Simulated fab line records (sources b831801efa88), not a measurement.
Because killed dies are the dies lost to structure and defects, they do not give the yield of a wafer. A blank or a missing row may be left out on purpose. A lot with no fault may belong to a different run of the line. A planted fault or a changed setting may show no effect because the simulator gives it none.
Struck lot and sound lot, side by side / flow sky130 / 30 steps out of a route of 708
Sound: the wafers L748.1, L748.2, L748.3. The struck wafers were L760.3, L760.4, L760.5. Last of all comes the cause.
Order at every step that has rows: each side's tool, ch and its chambers, its first start. Under that, the readings that differ: sound wafers / struck wafers / difference of the means / sigmas: that difference in standard deviations of wafers without a fault.
alike: same words and numbers on both sides, and readings whose means sit less than 2 such deviations apart. not compared: any withheld reading, any reading some wafer has no value for, any bound like >300 that may hide the same value, and any number with overlapping values for which the record gives no deviation.
The two part at a step that has a row with sigmas, a row that says differs or no value, or rows on one side only. Numbers that have no deviation but don't overlap get no sigmas and don't part them. A reading missing from all wafers of one side parts the sides only when that side holds two or more wafers.

SKY_METAL4_CD_MEAS_13 targets a cd of 300 nm.
  struck on cd-sem-01, day 46 17:58; sound on cd-sem-02, day 43 14:52
  alike: cd-nm
SKY_METAL4_OVL_MEAS_14:
  struck on overlay-01, day 46 18:03; sound on overlay-02, day 43 14:59
reading=METAL4_OVL (nm); sound=-8 -9 -8; struck=7 4 0; difference=+12; sigmas=+2
then, 1 step without rows for these wafers: SKY_METAL4_DESCUM_15 (chemistry O2, time 8 s).
SKY_METAL4_ETCH_16: etches BARC in N2/H2, stops on SiO2, time 88.2 s, target depth 60 nm.
  sound on rie-metal-02 ch 0,1, day 43 15:04; struck on rie-metal-02 ch 0,1, day 46 18:08
  alike: drypump-motor-current-A, oes-product-au, throttle-valve-pct
  not compared: rf-hours-counter-h
SKY_METAL4_ETCH_17: etches SiO2 in C4F8/O2/Ar, stops on TiN, time 3.9 s, target depth 15 nm.
  sound on rie-diel-01 ch 0,2,3, day 43 15:09; struck on rie-diel-04 ch 0,1,3, day 46 18:13
  alike: oes-product-au
  not compared: rf-hours-counter-h
then, 1 step without rows for these wafers: SKY_METAL4_METAL_ETCH_18 (etches the open film in Cl2/BCl3, stops on SiO2, target depth 845 nm, time 183.1 s).
SKY_METAL4_STRIP_19: strips in O2/N2.
  sound on plasma-asher-02 ch 0,1, day 43 15:21; struck on plasma-asher-03 ch 0,1, day 46 18:26
  alike: drypump-motor-current-A, o2-flow-sccm, oes-product-au, strip-time-to-endpoint-s
  not compared: rf-hours-counter-h
then, 4 steps without rows for these wafers: SKY_METAL4_STRIP_20 (strips in post etch residue remover, time 1200 s); SKY_METAL4_CLEAN_21 (cleans in IPA, time 180 s); SKY_METAL4_CLEAN_22 (cleans in O3/DIW); SKY_VIA4_HDPCVD_00 (deposits SiO2, target thk 1750 nm, time 291.7 s).
SKY_VIA4_THK_MEAS_01:
  struck on film-metro-03, day 46 19:14; sound on film-metro-02, day 43 16:10
  alike: VIA4_HDPCVD_THK
SKY_VIA4_CMP_02: polishes SiO2.
  sound on cmp-02 ch 1,2,3, day 43 16:16; struck on cmp-01 ch 0,1,2, day 46 19:23
  no value came back on the struck wafers for edge-zone-pressure-frac, head-pressure-psi (psi), motor-current-A (A); on the sound wafers edge-zone-pressure-frac reads 1.003 0.996 0.990
reading=model.SiO2_of_VIA4_HDPCVD_00.thk-nm (nm); sound=580.8 580.8 581.4; struck=1752 1772 1756; difference=+1179; sigmas=
SKY_VIA4_BOW_MEAS_03:
  struck on film-metro-04, day 46 19:37; sound on film-metro-02, day 43 16:34
reading=VIA4_BOW (um); sound=84 79 87; struck=145 145 143; difference=+61; sigmas=+8
then, 7 steps without rows for these wafers: SKY_VIA4_DEHYDRATE_04 (time 60 s); SKY_VIA4_HMDS_05 (prime time 60 s); SKY_VIA4_COAT_06 (resist thk 1140 nm); SKY_VIA4_SOFTBAKE_07 (time 60 s); SKY_VIA4_EXPOSE_08 (exposes mask VIM4, target cd 800 nm); SKY_VIA4_PEB_09; SKY_VIA4_DEVELOP_10 (develop time 60 s).
SKY_VIA4_OVL_MEAS_11:
  struck on overlay-01, day 47 16:02; sound on overlay-02, day 44 15:10
  alike: VIA4_OVL
SKY_VIA4_ETCH_12: etches SiO2 in C4F8/O2/Ar, stops on TiN, target depth 580 nm.
  sound on rie-diel-02 ch 0,2,3, day 44 15:13; struck on rie-diel-02 ch 1,3, day 47 16:04
reading=oes-product-au (a.u.); sound=0.927 0.929 0.919; struck=1.628 1.629 1.625; difference=+0.702; sigmas=+99 or more
reading=model.VIA4.feature-depth-nm (nm); sound=580.8 580.8 581.4; struck=659.2 661.4 657.8; difference=+78.5; sigmas=
reading=model.etch.depth-nm (nm); sound=580.8 580.8 581.4; struck=659.2 661.4 657.8; difference=+78.5; sigmas=
SKY_VIA4_STRIP_13: strips in O2/N2.
  sound on plasma-asher-01 ch 0,1, day 44 15:17; struck on plasma-asher-01 ch 0,1, day 47 16:10
  alike: drypump-motor-current-A, o2-flow-sccm, oes-product-au, strip-time-to-endpoint-s
  not compared: rf-hours-counter-h
then, 3 steps without rows for these wafers: SKY_VIA4_STRIP_14 (strips in post etch residue remover, time 1200 s); SKY_VIA4_CLEAN_15 (cleans in IPA, time 180 s); SKY_VIA4_CLEAN_16 (cleans in O3/DIW).
SKY_VIA4_SPUTTER_17: material TiN, target thk 20 nm, time 80 s.
  struck on pvd-sputter-01, day 47 16:43; sound on pvd-sputter-04, day 44 15:52
  alike: cathode-dc-power-W, throttle-valve-pct
then, 1 step without rows for these wafers: SKY_VIA4_CVD_18 (deposits W, target thk 505 nm, time 152.14 s).
SKY_VIA4_CMP_21: polishes, stops on SiO2, t overpolish 25 s, target thk 0 nm.
  sound on cmp-01 ch 0,1,2, day 44 16:16; struck on cmp-02 ch 0,1,2, day 47 17:10
reading=model.SiO2_of_VIA4_HDPCVD_00.thk-nm (nm); sound=575.3 575.3 576; struck=1746 1766 1750; difference=+1178; sigmas=
  alike: edge-zone-pressure-frac, head-pressure-psi, motor-current-A

## WHERE THEY PART
At SKY_METAL4_OVL_MEAS_14 first; at SKY_VIA4_ETCH_12 last (within this record only). Later steps at which nothing parts them and some readings are alike: SKY_VIA4_STRIP_13, SKY_VIA4_SPUTTER_17, SKY_VIA4_CMP_21.

WHY: whatever the simulator had introduced
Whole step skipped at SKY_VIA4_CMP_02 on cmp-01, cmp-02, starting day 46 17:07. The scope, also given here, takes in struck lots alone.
